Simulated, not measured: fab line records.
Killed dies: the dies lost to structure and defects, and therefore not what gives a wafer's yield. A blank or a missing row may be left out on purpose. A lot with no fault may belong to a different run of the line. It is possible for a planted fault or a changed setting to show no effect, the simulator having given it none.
Matching of chambers / flow gf180mcu / GF_V2_ETCH_16 on rieDiel-02: 4 sister chambers
The step etches BARC in N2/H2. 8 wafers are shown with their chamber, then 11 later ones without.

## WAFERS PAIRED WITH THEIR CHAMBERS
wafer=L083.6; chamber=1; drypumpMotorCurrentA (A)=5.61; oesProductAu (a.u.)=0.855
wafer=L085.3; chamber=2; drypumpMotorCurrentA (A)=5.63; oesProductAu (a.u.)=0.860
wafer=L085.5; chamber=1; drypumpMotorCurrentA (A)=5.59; oesProductAu (a.u.)=0.853
wafer=L087.3; chamber=0; drypumpMotorCurrentA (A)=5.42; oesProductAu (a.u.)=0.856
wafer=L087.4; chamber=2; drypumpMotorCurrentA (A)=5.67; oesProductAu (a.u.)=0.851
wafer=L089.1; chamber=0; drypumpMotorCurrentA (A)=5.43; oesProductAu (a.u.)=0.853
wafer=L089.6; chamber=3; drypumpMotorCurrentA (A)=5.71; oesProductAu (a.u.)=0.855
wafer=L092.2; chamber=3; drypumpMotorCurrentA (A)=5.73; oesProductAu (a.u.)=0.863

## WAFERS WITH NO CHAMBER GIVEN
wafer=L092.3; drypumpMotorCurrentA (A)=5.42; oesProductAu (a.u.)=0.859
wafer=L092.5; drypumpMotorCurrentA (A)=5.62; oesProductAu (a.u.)=0.853
wafer=L094.2; drypumpMotorCurrentA (A)=5.46; oesProductAu (a.u.)=0.858
wafer=L094.3; drypumpMotorCurrentA (A)=5.60; oesProductAu (a.u.)=0.850
wafer=L094.4; drypumpMotorCurrentA (A)=5.72; oesProductAu (a.u.)=0.852
wafer=L095.1; drypumpMotorCurrentA (A)=5.44; oesProductAu (a.u.)=0.855
wafer=L095.3; drypumpMotorCurrentA (A)=5.74; oesProductAu (a.u.)=0.852
wafer=L095.6; drypumpMotorCurrentA (A)=5.76; oesProductAu (a.u.)=0.857
wafer=L096.2; drypumpMotorCurrentA (A)=5.42; oesProductAu (a.u.)=0.845
wafer=L096.3; drypumpMotorCurrentA (A)=5.58; oesProductAu (a.u.)=0.857
wafer=L096.4; drypumpMotorCurrentA (A)=5.41; oesProductAu (a.u.)=0.848

## EACH ONE'S CHAMBER
wafer=L092.3; from the rows above=0; in truth=0
wafer=L092.5; from the rows above=can't be placed: 1 or 2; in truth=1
wafer=L094.2; from the rows above=0; in truth=0
wafer=L094.3; from the rows above=1; in truth=1
wafer=L094.4; from the rows above=3; in truth=3
wafer=L095.1; from the rows above=0; in truth=0
wafer=L095.3; from the rows above=3; in truth=3
wafer=L095.6; from the rows above=3; in truth=3
wafer=L096.2; from the rows above=0; in truth=0
wafer=L096.3; from the rows above=1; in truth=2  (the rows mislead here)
wafer=L096.4; from the rows above=0; in truth=0
Correct placement for 9 of the 11. Not placeable from these rows: 1 (in 1, the candidates include the true chamber). 1 placed wrongly.
How it was worked out, from the rows above alone: a wafer's distance from a chamber is the root of the sum, over the readings, of the square of ((its reading less the chamber's mean) divided by the reading's scatter). If the next closest chamber is less than 2 further off than the closest, the wafer can't be placed; otherwise it belongs to the closest. A chamber's mean is the mean of its shown wafers. The scatter: the root of (the sum of the squares of (reading less its chamber's mean) over the shown wafers, divided by (wafers less chambers)).
